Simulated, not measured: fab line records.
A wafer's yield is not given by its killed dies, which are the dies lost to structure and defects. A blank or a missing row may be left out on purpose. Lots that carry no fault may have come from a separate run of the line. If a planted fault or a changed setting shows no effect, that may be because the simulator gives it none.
fab line records | flow sky130
record: lots: 24 wafers: 72 last_day: 50
route steps=708 shown LI_CONTACT@376 CONTACT@421 VIA1@470 VIA2@522 METAL3@533 VIA4@658
lots with no fault: from the same line, run without faults
start_h: hours from the record's opening day to when the first of the lot's shown wafers began | wait_h: how many hours have passed since the lot's step before this one | " identical to the entry in the row above | L1.1+2: several wafers, shown together as one row | - no value, or no start given | * or withheld: withheld | < > ~ a bound
route shown NAME@n: names a module that has steps shown in the file, with the first one's number in the route | usual: mean/standard deviation of fault-free wafers | same: alike in all rows | chamber/n: place in a boat | sites: readings site by site | _std_site: their standard deviation | _edge_site: mean of outer sites minus mean of inner sites | radius_mm: how far each site lies from the wafer's centre | mask NAME#n: copy n | behind: the tool/chamber that last shaped the wafer | hold: what put the lot on hold/how long, in hours/how the hold closed | device: which transistor (n, p or np) failed to switch | end of line: tests of these same wafers at the route's end | where a step has no rows: the recipe by itself | killed: count of dies lost to structure and defects at first sort (not the wafer's yield) | map: dies across one wafer; x = killed, . = not, _ = none there
set.NAME: the setting as run; set.NAME@STEP: as run at that earlier step | model.NAME: the simulator's own value behind a step, which no gauge read
the route's steps for a sample of lots (tables are steps, rows are wafers)
services: a tool's chamber out of use, with start hour (start_h, from the record's first day; less than 0 if before it), hours out, and reason
== steps ==
step: SKY_LI_CONTACT_ETCH_14
recipe: chemistry: N2/H2 target: BARC ion_energy_ev: 200 source_w: 500 bias_w: 100 pressure_mtorr: 30 n2_flow_sccm: 100 h2_flow_sccm: 200 stop_on: SiO2 time_s: 45.9 target_depth_a: 600
usual: drypump_motor_current_A: 5.9/0.42 oes_product_au: 0.855/0.0046 throttle_valve_pct: 13.225/0.01
columns lot.wafer tool chamber start_h wait_h drypump_motor_current_A oes_product_au rf_hours_counter_h throttle_valve_pct
L074.2 rie_diel-01 1 690.93 0.0 5.0 0.853 13 13.222
L074.4 " 2 " " 6.5 0.856 13 13.220
L074.6 " 1 " " 5.0 0.856 - 13.229
L075.1 rie_diel-02 3 691.68 0.0 6.5 0.849 2 13.208
L075.3 " 0 " " 5.7 0.859 5 13.211
L075.4 " 1 " " 6.1 0.856 37 13.218
L076.2 rie_diel-01 2 697.88 0.0 6.5 0.859 13 13.216
L076.3 " 3 " " 5.3 0.854 26 13.218
L076.4 " 1 " " 5.0 0.863 14 13.213
L078.1 rie_diel-02 1 718.20 0.0 6.1 0.847 38 13.232
L078.5 " 3 " " 6.4 0.850 - 13.231
L078.6 " 2 " " 6.2 0.853 - 13.217
L077.2 rie_diel-02 1 719.33 0.0 6.1 0.853 38 13.233
L077.3 " 3 " " 6.4 0.857 3 13.218
L077.5 " 1 " " 6.1 0.851 - 13.235
L080.1 rie_diel-04 3 728.00 0.0 5.4 0.856 22 13.233
L080.4 " 2 " " 6.1 0.853 1 13.220
L080.6 " 3 " " 5.4 0.852 - 13.239
L079.2 rie_diel-01 1 729.15 0.0 5.1 0.847 14 13.230
L079.3 " 0 " " 5.9 0.850 15 13.232
L079.5 " 1 " " 5.1 0.859 - 13.222
L081.2 rie_diel-02 0 738.24 0.0 5.7 0.855 6 13.230
L081.3 " 1 " " 6.1 0.853 39 13.231
L081.6 " 3 " " 6.4 0.863 - 13.247
L082.2 rie_diel-02 0 740.04 0.0 5.8 0.856 6 13.204
L082.4 " 3 " " 6.4 0.856 4 13.227
L082.5 " 1 " " 6.1 0.858 - 13.226
L083.4 rie_diel-02 1 751.23 0.0 6.1 0.860 39 13.231
L083.5 " 3 " " 6.4 0.858 - 13.230
L083.6 " 2 " " 6.2 0.855 - 13.211
L084.3 rie_diel-04 3 756.00 0.0 5.4 0.855 23 13.241
L084.4 " 1 " " 5.4 0.860 8 13.233
L084.5 " 2 " " 6.1 0.858 - 13.215
L085.1 rie_diel-02 0 765.00 0.0 5.7 0.850 7 13.223
L085.4 " 2 " " 6.2 0.856 14 13.231
L085.5 " 2 " " 6.2 0.854 - 13.228
L087.1 rie_diel-02 2 773.48 0.0 6.2 0.857 14 13.221
L087.2 " 3 " " 6.4 0.861 5 13.216
L087.4 " 0 " " 5.7 0.855 7 13.221
L086.4 rie_diel-01 3 773.89 0.0 5.3 0.844 28 13.226
L086.5 " 0 " " 5.9 0.859 - 13.222
L086.6 " 1 " " 5.0 0.858 - 13.217
L088.1 rie_diel-04 0 777.49 0.0 6.0 0.859 3 13.216
L088.5 " 1 " " 5.4 0.854 - 13.230
L088.6 " 2 " " 6.2 0.847 - 13.222
L089.1 rie_diel-02 0 781.99 0.0 5.7 0.853 7 13.216
L089.4 " 3 " " 6.4 0.849 - 13.228
L089.5 " 2 " " 6.2 0.857 - 13.223
L090.1 rie_diel-04 0 793.83 0.0 6.0 0.856 3 13.224
L090.4 " 2 " " 6.1 0.857 2 13.228
L090.5 " 1 " " 5.4 0.860 - 13.223
L091.2 rie_diel-04 3 817.39 0.0 5.4 0.853 24 13.204
L091.3 " 1 " " 5.5 0.857 9 13.209
L091.5 " 3 " " 5.4 0.856 - 13.243
L092.1 rie_diel-01 1 819.25 0.0 5.1 0.852 17 13.228
L092.2 " 2 " " 6.5 0.860 16 13.229
L092.4 " 3 " " 5.3 0.851 29 13.238
L093.3 rie_diel-04 1 826.18 0.0 5.4 0.853 9 13.216
L093.4 " 2 " " 6.2 0.860 2 13.232
L093.6 " 3 " " 5.4 0.850 - 13.246
L094.1 rie_diel-01 1 826.25 0.0 5.0 0.847 18 13.219
L094.4 " 2 " " 6.5 0.851 17 13.235
L094.5 " 1 " " 5.0 0.852 - 13.224
L095.1 rie_diel-02 2 843.30 0.0 6.2 0.858 16 13.222
L095.5 " 3 " " 6.4 0.856 - 13.228
L095.6 " 0 " " 5.8 0.856 - 13.224
L096.2 rie_diel-04 1 846.13 0.0 5.4 0.847 10 13.224
L096.3 " 0 " " 5.9 0.851 5 13.229
L096.6 " 2 " " 6.1 0.860 - 13.220
L097.1 rie_diel-04 1 847.88 0.0 5.4 0.861 10 13.226
L097.4 " 1 " " 5.4 0.860 - 13.236
L097.6 " 0 " " 6.0 0.862 - 13.211
step: SKY_CONTACT_OVL_MEAS_15
usual: CONTACT_OVL: 4/5.2
columns lot.wafer tool chamber start_h wait_h CONTACT_OVL[nm]
L074.2 overlay-01 - 749.42 0.1 12
L074.4 " - " " 11
L074.6 " - " " 3
L075.1 overlay-02 - 750.10 0.1 1
L075.3 " - " " -2
L075.4 " - " " 10
L076.2 overlay-02 - 754.66 0.1 3
L076.3 " - " " 6
L076.4 " - " " -2
L078.1 overlay-01 - 775.07 0.1 8
L078.5 " - " " 3
L078.6 " - " " 2
L077.2 overlay-02 - 776.82 0.1 10
L077.3 " - " " 11
L077.5 " - " " 7
L080.1 overlay-01 - 783.87 0.1 3
L080.4 " - " " 2
L080.6 " - " " 2
L079.2 overlay-02 - 785.63 0.1 -4
L079.3 " - " " 2
L079.5 " - " " 3
L081.2 overlay-01 - 793.37 0.1 13
L081.3 " - " " 13
L081.6 " - " " 11
L082.2 overlay-01 - 794.82 0.1 -1
L082.4 " - " " 0
L082.5 " - " " -3
L083.4 overlay-01 - 807.79 0.1 7
L083.5 " - " " 4
L083.6 " - " " 1
L084.3 overlay-02 - 811.43 0.1 7
L084.4 " - " " 4
L084.5 " - " " 3
L085.1 overlay-01 - 821.57 0.1 7
L085.4 " - " " 3
L085.5 " - " " 10
L087.1 overlay-02 - 829.05 0.1 5
L087.2 " - " " 7
L087.4 " - " " 1
L086.4 overlay-02 - 829.72 0.1 1
L086.5 " - " " 7
L086.6 " - " " 7
L088.1 overlay-02 - 832.02 0.1 7
L088.5 " - " " 4
L088.6 " - " " 10
L089.1 overlay-01 - 836.97 0.1 3
L089.4 " - " " -4
L089.5 " - " " 4
L090.1 overlay-02 - 849.17 0.1 2
L090.4 " - " " 12
L090.5 " - " " 6
L091.2 overlay-02 - 871.37 0.1 4
L091.3 " - " " 9
L091.5 " - " " 5
L092.1 overlay-01 - 873.07 0.1 6
L092.2 " - " " 4
L092.4 " - " " 5
L093.3 overlay-01 - 881.38 0.1 0
L093.4 " - " " 6
L093.6 " - " " 4
L094.1 overlay-01 - 882.17 0.1 0
L094.4 " - " " 0
L094.5 " - " " -8
L095.1 overlay-02 - 898.62 0.1 9
L095.5 " - " " 5
L095.6 " - " " 6
L096.2 overlay-02 - 900.21 0.1 -1
L096.3 " - " " 6
L096.6 " - " " -9
L097.1 overlay-02 - 902.22 0.1 15
L097.4 " - " " 17
L097.6 " - " " 16
step: SKY_VIA1_CD_MEAS_12
recipe: target_cd_nm: 150
usual: cd_nm: 149.2/1.4
columns lot.wafer tool chamber start_h wait_h cd_nm
L074.2 cd_sem-01 - 806.55 - 149.2
L074.4 " - " " 149.4
L074.6 " - " " 149.7
L075.1 cd_sem-01 - 806.70 - 149.4
L075.3 " - " " 148.7
L075.4 " - " " 150.8
L076.2 cd_sem-01 - 809.72 - 150.5
L076.3 " - " " 151.7
L076.4 " - " " 151.3
L078.1 cd_sem-02 - 830.50 - 151.1
L078.5 " - " " 151.5
L078.6 " - " " 149.5
L077.2 cd_sem-01 - 831.95 - 149.3
L077.3 " - " " 148.1
L077.5 " - " " 149.2
L080.1 cd_sem-02 - 840.03 - 150.3
L080.4 " - " " 149.3
L080.6 " - " " 149.2
L079.2 cd_sem-01 - 841.50 - 145.6
L079.3 " - " " 146.8
L079.5 " - " " 145.1
L081.2 cd_sem-02 - 848.30 - 149.0
L081.3 " - " " 148.6
L081.6 " - " " 148.7
L082.2 cd_sem-02 - 851.12 - 149.8
L082.4 " - " " 150.3
L082.5 " - " " 148.3
L083.4 cd_sem-01 - 863.59 - 149.4
L083.5 " - " " 149.7
L083.6 " - " " 149.2
L084.3 cd_sem-01 - 865.97 - 150.6
L084.4 " - " " 149.0
L084.5 " - " " 148.9
L085.1 cd_sem-02 - 875.83 - 148.0
L085.4 " - " " 148.5
L085.5 " - " " 148.1
L087.1 cd_sem-02 - 883.03 - 148.2
L087.2 " - " " 150.6
L087.4 " - " " 148.8
L086.4 cd_sem-02 - 884.59 - 147.2
L086.5 " - " " 147.7
L086.6 " - " " 147.9
L088.1 cd_sem-01 - 887.13 - 148.7
L088.5 " - " " 148.1
L088.6 " - " " 148.8
L089.1 cd_sem-02 - 892.38 - 150.3
L089.4 " - " " 147.7
L089.5 " - " " 148.1
L090.1 cd_sem-01 - 904.18 - 151.3
L090.4 " - " " 151.2
L090.5 " - " " 150.5
L091.2 cd_sem-01 - 925.10 - 147.0
L091.3 " - " " 146.8
L091.5 " - " " 148.6
L092.1 cd_sem-01 - 926.48 - 148.3
L092.2 " - " " 148.5
L092.4 " - " " 149.0
L093.3 cd_sem-01 - 934.39 - 146.8
L093.4 " - " " 148.5
L093.6 " - " " 147.3
L094.1 cd_sem-02 - 936.18 - 149.5
L094.4 " - " " 148.5
L094.5 " - " " 149.0
L095.1 cd_sem-02 - 950.15 - 147.2
L095.5 " - " " 149.2
L095.6 " - " " 148.4
L096.2 cd_sem-02 - 953.02 - 150.6
L096.3 " - " " 149.9
L096.6 " - " " 151.7
L097.1 cd_sem-02 - 953.70 - 150.6
L097.4 " - " " 151.5
L097.6 " - " " 151.3
step: SKY_VIA2_ETCH_15
recipe: target: SiO2 chemistry: C4F8/O2/Ar target_depth_nm: 546 stop_on: TiN mask_material: KrF-thick source_w: 1500 bias_w: 1200 pressure_mtorr: 40 c4f8_flow_sccm: withheld O2_flow_sccm: 6 Ar_flow_sccm: 300 time_s: 84
usual: oes_product_au: 0.940/0.0051
columns lot.wafer tool chamber start_h wait_h oes_product_au rf_hours_counter_h
L074.2 rie_diel-04 0 861.48 0.0 0.949 5
L074.4 " 3 " " 0.937 0
L074.6 " 2 " " 0.941 -
L075.1 rie_diel-03 2 862.40 0.0 0.944 5
L075.3 " 3 " " 0.934 11
L075.4 " 3 " " 0.942 -
L076.2 rie_diel-01 2 864.15 0.0 0.936 18
L076.3 " 0 " " 0.944 19
L076.4 " 0 " " 0.938 -
L078.1 rie_diel-01 1 886.00 0.0 0.931 20
L078.5 " 1 " " 0.941 -
L078.6 " 2 " " 0.928 -
L077.2 rie_diel-03 0 886.90 0.0 0.935 0
L077.3 " 3 " " 0.935 12
L077.5 " 1 " " 0.944 -
L080.1 rie_diel-03 3 894.75 0.0 0.937 12
L080.4 " 1 " " 0.937 14
L080.6 " 1 " " 0.941 -
L079.2 rie_diel-01 0 896.00 0.0 0.936 21
L079.3 " 1 " " 0.937 20
L079.5 " 0 " " 0.941 -
L081.2 rie_diel-04 3 902.98 0.0 0.946 1
L081.3 " 1 " " 0.946 11
L081.6 " 2 " " 0.930 -
L082.2 rie_diel-03 3 906.33 0.0 0.936 12
L082.4 " 0 " " 0.946 1
L082.5 " 1 " " 0.939 -
L083.4 rie_diel-03 0 917.05 0.0 0.936 1
L083.5 " 2 " " 0.948 -
L083.6 " 3 " " 0.935 -
L084.3 rie_diel-01 1 919.93 0.0 0.951 21
L084.4 " 3 " " 0.931 1
L084.5 " 0 " " 0.933 -
L085.1 rie_diel-04 0 929.15 0.0 0.941 7
L085.4 " 1 " " 0.942 12
L085.5 " 3 " " 0.939 -
L087.1 rie_diel-03 1 936.78 0.0 0.936 15
L087.2 " 3 " " 0.940 13
L087.4 " 2 " " 0.944 -
L086.4 rie_diel-04 3 938.65 0.0 0.947 2
L086.5 " 0 " " 0.941 -
L086.6 " 1 " " 0.943 -
L088.1 rie_diel-04 1 939.78 0.0 0.941 12
L088.5 " 3 " " 0.938 -
L088.6 " 2 " " 0.941 -
L089.1 rie_diel-04 3 945.50 0.0 0.939 2
L089.4 " 0 " " 0.939 7
L089.5 " 2 " " 0.943 -
L090.1 rie_diel-01 2 956.43 0.0 0.949 21
L090.4 " 0 " " 0.941 23
L090.5 " 0 " " 0.941 -
L091.2 rie_diel-03 2 977.24 0.0 0.928 9
L091.3 " 1 " " 0.936 16
L091.5 " 3 " " 0.931 -
L092.1 rie_diel-03 1 978.75 0.0 0.937 16
L092.2 " 2 " " 0.944 9
L092.4 " 3 " " 0.942 14
L093.3 rie_diel-01 2 985.59 0.0 0.942 22
L093.4 " 0 " " 0.948 24
L093.6 " 2 " " 0.946 -
L094.1 rie_diel-03 1 987.10 0.0 0.944 16
L094.4 " 2 " " 0.939 9
L094.5 " 1 " " 0.939 -
L095.1 rie_diel-01 3 1000.75 0.0 0.935 4
L095.5 " 1 " " 0.940 -
L095.6 " 0 " " 0.945 -
L096.2 rie_diel-03 1 1005.75 0.0 0.935 17
L096.3 " 0 " " 0.937 4
L096.6 " 1 " " 0.936 -
L097.1 rie_diel-01 2 1006.10 0.0 0.938 22
L097.4 " 0 " " 0.941 24
L097.6 " 3 " " 0.944 -
step: SKY_METAL3_SPUTTER_01
recipe: material: TiN target_thk_nm: 20 power_w: 6500 time_s: 16.7 chamber_pressure_pa: 0.4
usual: throttle_valve_pct: 29.6/1.3
columns lot.wafer tool chamber start_h wait_h throttle_valve_pct
L074.2 pvd_sputter-04 - 862.83 0.0 31.1
L074.4 " - " " 28.1
L074.6 " - " " 30.1
L075.1 pvd_sputter-03 - 863.83 0.0 29.3
L075.3 " - " " 26.9
L075.4 " - " " 30.1
L076.2 pvd_sputter-03 - 865.50 0.0 30.2
L076.3 " - " " 29.6
L076.4 " - " " 28.5
L078.1 pvd_sputter-01 - 887.35 0.0 30.4
L078.5 " - " " 30.2
L078.6 " - " " 30.4
L077.2 pvd_sputter-04 - 888.25 0.0 30.2
L077.3 " - " " 31.1
L077.5 " - " " 31.1
L080.1 pvd_sputter-01 - 896.10 0.0 31.3
L080.4 " - " " 30.6
L080.6 " - " " 30.2
L079.2 pvd_sputter-03 - 897.35 0.0 30.1
L079.3 " - " " 28.5
L079.5 " - " " 29.7
L081.2 pvd_sputter-01 - 904.33 0.0 30.6
L081.3 " - " " 31.2
L081.6 " - " " 30.4
L082.2 pvd_sputter-04 - 907.69 0.0 30.8
L082.4 " - " " 28.0
L082.5 " - " " 28.0
L083.4 pvd_sputter-04 - 918.40 0.0 30.9
L083.5 " - " " 28.0
L083.6 " - " " 30.1
L084.3 pvd_sputter-04 - 921.39 0.0 31.1
L084.4 " - " " 28.3
L084.5 " - " " 27.7
L085.1 pvd_sputter-01 - 930.50 0.0 30.5
L085.4 " - " " 30.3
L085.5 " - " " 30.2
L087.1 pvd_sputter-03 - 938.13 0.0 30.2
L087.2 " - " " 28.5
L087.4 " - " " 27.2
L086.4 pvd_sputter-03 - 940.00 0.0 30.1
L086.5 " - " " 30.3
L086.6 " - " " 27.1
L088.1 pvd_sputter-03 - 941.13 0.0 29.6
L088.5 " - " " 30.2
L088.6 " - " " 27.2
L089.1 pvd_sputter-03 - 946.85 0.0 30.3
L089.4 " - " " 29.9
L089.5 " - " " 29.4
L090.1 pvd_sputter-01 - 957.91 0.0 30.0
L090.4 " - " " 30.3
L090.5 " - " " 30.2
L091.2 pvd_sputter-01 - 978.84 0.0 30.2
L091.3 " - " " 31.2
L091.5 " - " " 30.5
L092.1 pvd_sputter-03 - 980.18 0.0 28.7
L092.2 " - " " 27.0
L092.4 " - " " 29.7
L093.3 pvd_sputter-01 - 987.10 0.0 30.6
L093.4 " - " " 29.9
L093.6 " - " " 31.0
L094.1 pvd_sputter-03 - 988.88 0.0 27.0
L094.4 " - " " 30.3
L094.5 " - " " 27.2
L095.1 pvd_sputter-04 - 1002.15 0.0 30.7
L095.5 " - " " 30.8
L095.6 " - " " 30.0
L096.2 pvd_sputter-03 - 1007.34 0.0 27.3
L096.3 " - " " 30.3
L096.6 " - " " 30.4
L097.1 pvd_sputter-04 - 1007.94 0.0 28.0
L097.4 " - " " 30.1
L097.6 " - " " 28.1
step: SKY_VIA4_RS_MEAS_19
recipe: thk_meas_gauge: four-point-probe reads: W_of_VIA4_CVD_18+TiN_of_VIA4_SPUTTER_17
usual: VIA4_W_RS: 0.226/0.0038
columns lot.wafer tool chamber start_h wait_h VIA4_W_RS[ohm/sq]
L074.2 film_metro-04 - 1015.25 0.1 0.226
L074.4 " - " " 0.222
L074.6 " - " " 0.222
L075.1 film_metro-04 - 1017.31 0.1 0.231
L075.3 " - " " 0.221
L075.4 " - " " 0.232
L076.2 film_metro-02 - 1017.55 0.1 0.225
L076.3 " - " " 0.227
L076.4 " - " " 0.229
L078.1 film_metro-04 - 1037.94 0.1 0.219
L078.5 " - " " 0.226
L078.6 " - " " 0.217
L077.2 film_metro-03 - 1038.25 0.1 0.216
L077.3 " - " " 0.225
L077.5 " - " " 0.226
L080.1 film_metro-02 - 1045.64 0.1 0.224
L080.4 " - " " 0.222
L080.6 " - " " 0.224
L079.2 film_metro-04 - 1047.09 0.2 0.220
L079.3 " - " " 0.219
L079.5 " - " " 0.227
L081.2 film_metro-04 - 1053.56 0.1 0.227
L081.3 " - " " 0.226
L081.6 " - " " 0.226
L082.2 film_metro-04 - 1056.81 0.1 0.221
L082.4 " - " " 0.227
L082.5 " - " " 0.221
L083.4 film_metro-02 - 1064.59 0.1 0.228
L083.5 " - " " 0.231
L083.6 " - " " 0.228
L084.3 film_metro-04 - 1068.38 0.1 0.220
L084.4 " - " " 0.229
L084.5 " - " " 0.225
L085.1 film_metro-04 - 1074.54 0.1 0.232
L085.4 " - " " 0.222
L085.5 " - " " 0.223
L087.1 film_metro-04 - 1081.71 0.1 0.227
L087.2 " - " " 0.229
L087.4 " - " " 0.230
L086.4 film_metro-02 - 1084.32 0.1 0.223
L086.5 " - " " 0.224
L086.6 " - " " 0.231
L088.1 film_metro-04 - 1084.56 0.1 0.223
L088.5 " - " " 0.222
L088.6 " - " " 0.231
L089.1 film_metro-04 - 1089.09 0.1 0.230
L089.4 " - " " 0.229
L089.5 " - " " 0.231
L090.1 film_metro-04 - 1098.54 0.1 0.221
L090.4 " - " " 0.223
L090.5 " - " " 0.232
L091.2 film_metro-02 - 1120.78 0.1 0.232
L091.3 " - " " 0.227
L091.5 " - " " 0.231
L092.1 film_metro-02 - 1121.95 0.1 0.225
L092.2 " - " " 0.230
L092.4 " - " " 0.230
L093.3 film_metro-03 - 1124.81 0.1 0.223
L093.4 " - " " 0.225
L093.6 " - " " 0.229
L094.1 film_metro-03 - 1125.07 0.1 0.231
L094.4 " - " " 0.228
L094.5 " - " " 0.229
L095.1 film_metro-02 - 1136.44 0.1 0.226
L095.5 " - " " 0.223
L095.6 " - " " 0.227
L096.2 film_metro-03 - 1138.15 0.1 0.231
L096.3 " - " " 0.226
L096.6 " - " " 0.226
L097.1 film_metro-03 - 1138.43 0.1 0.224
L097.4 " - " " 0.222
L097.6 " - " " 0.227
== services ==
columns tool chamber start_h hours kind
rie_diel-02 - 688.72 0.5 repair
rie_diel-02 0 699.48 1.6 repair
rie_diel-02 1 700.38 1.3 repair
rie_diel-03 2 707.48 7.9 repair
pvd_sputter-03 - 732.99 1.2 repair
pvd_sputter-01 - 734.27 2.1 repair
rie_diel-04 - 737.97 14.6 pm
pvd_sputter-01 - 781.32 3.5 repair
rie_diel-01 - 784.26 1.2 repair
pvd_sputter-03 - 784.83 2.7 repair
rie_diel-02 - 809.82 0.6 repair
pvd_sputter-04 - 811.55 4.1 repair
rie_diel-01 0 831.55 8.3 repair
rie_diel-01 1 847.92 3.4 repair
rie_diel-04 2 887.30 4.6 repair
rie_diel-04 3 894.37 6.5 repair
pvd_sputter-03 - 918.28 13.5 repair
rie_diel-04 0 918.66 4.2 repair
rie_diel-02 3 921.14 5.9 repair
rie_diel-03 0 931.61 8.1 repair
rie_diel-03 3 954.56 5.5 repair
rie_diel-04 3 955.44 4.6 repair
rie_diel-03 1 971.70 4.8 repair
rie_diel-04 2 990.42 23.4 repair
== key ==
fault none
